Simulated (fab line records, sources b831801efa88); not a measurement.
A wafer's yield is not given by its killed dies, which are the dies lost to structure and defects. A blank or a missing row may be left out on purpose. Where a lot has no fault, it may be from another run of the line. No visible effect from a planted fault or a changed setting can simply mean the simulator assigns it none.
A lot that was struck, set against a sound lot | flow sfq line | 14 out of 325 route steps
Sound: the wafers L264.4, L264.5, L264.6. Struck: wafer L260.3. (L260.5 of the same lot was not struck and is left out.) The cause comes at the end.
Per side, at each step with rows, come the tool, then ch with its chambers, and then its first start. Under that, the readings that differ: sound wafers | struck wafers | difference of the means | sigmas: that difference in standard deviations of wafers without a fault.
alike: readings whose means differ by less than 2 such deviations, and words and numbers that are the same on both sides. not compared: withheld readings, readings that some wafer has no value for, bounds like >300 that may hide the same value, and numbers for which the record gives no deviation and whose values overlap.
A row with sigmas, a row that says differs or no value, or rows on one side alone: a step with any of these is where the two part. Numbers that don't overlap but have no deviation are shown without sigmas and don't part them. Lack of a reading on every wafer of one side parts them only where that side has two or more wafers.

first, 1 step without rows for these wafers: SFQ_TRILAYER_M2_STRIP_SOLV_CLEAN_062 (cleans in NMP, time 600 s).
SFQ_TRILAYER_I2_DEP_PECVD_063: deposits SiO2 from SiH4/N2O, time 111.11 s, target thk 500 nm.
  sound on pecvd-01 ch 0,1,2, day 31 07:54; struck on pecvd-01 ch 1, day 30 12:25
  alike: heater power w, throttle valve pct
SFQ_TRILAYER_I2_CMP_CMP_064: polishes SiO2.
  sound on cmp-01 ch 1,2, day 31 13:58; struck on cmp-02 ch 2, day 31 00:47
  alike: motor current A, slurry flow ml min, time to endpoint s
SFQ_I2_BOW_MEAS_917:
  struck on film metro-03, day 31 03:50; sound on film metro-03, day 31 16:32
  alike: I2_BOW
SFQ_TRILAYER_I2_METRO_MEASURE_065:
  struck on film metro-03, day 31 04:19; sound on film metro-03, day 31 17:11
  alike: thk nm
then, 6 steps without rows for these wafers: SFQ_TRILAYER_I2_VIA_LITHO_COAT_072 (resist thk 62 nm); SFQ_TRILAYER_I2_VIA_LITHO_COAT_067 (resist thk 650 nm); SFQ_TRILAYER_I2_VIA_LITHO_SOFTBAKE_071; SFQ_TRILAYER_I2_VIA_LITHO_EXPOSE_068 (exposes mask I2, target cd 500 nm); SFQ_TRILAYER_I2_VIA_LITHO_PEB_070 (peb time 60 s); SFQ_TRILAYER_I2_VIA_LITHO_DEVELOP_069 (time 60 s).
-- the record jumps here: 6 days lie between the struck wafers' starts before and after --
SFQ_I2_OVL_MEAS_918:
  struck on overlay-01, day 37 07:16; sound on overlay-01, day 38 00:49
  alike: I2_OVL
SFQ_TRILAYER_I2_VIA_BARC_OPEN_VIA_ETCH_096: etches BARC in O2, target depth 125 nm, time 41.7 s.
  sound on rie diel-02 ch 0,2,3, day 38 00:50; struck on rie diel-03 ch 0, day 37 07:17
  reading               | sound             | struck | difference | sigmas
  oes product au (a.u.) | 0.698 0.694 0.695 | 0.670  | -0.026     | -5
  run length s (s)      | 70.3 70.3 69.8    | 73.0   | +2.9       | +5
  alike: bias w, drypump motor current A
  not compared: rf hours counter h
SFQ_TRILAYER_I2_VIA_ETCH_VIA_ETCH_070: etches SiO2 in CHF3, stops on Nb, target depth 260 nm.
  sound on rie diel-02 ch 0,2,3, day 38 00:53; struck on rie diel-03 ch 0, day 37 07:20
  alike: bias w, drypump motor current A, oes product au

## WHERE THEY PART
Within this record, at SFQ_TRILAYER_I2_VIA_BARC_OPEN_VIA_ETCH_096 only. Later steps at which nothing parts them and some readings are alike: SFQ_TRILAYER_I2_VIA_ETCH_VIA_ETCH_070.

WHY: whatever the simulator had introduced
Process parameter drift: rie diel-03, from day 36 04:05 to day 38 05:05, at SFQ_TRILAYER_I2_VIA_BARC_OPEN_VIA_ETCH_096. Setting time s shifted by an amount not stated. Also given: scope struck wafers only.
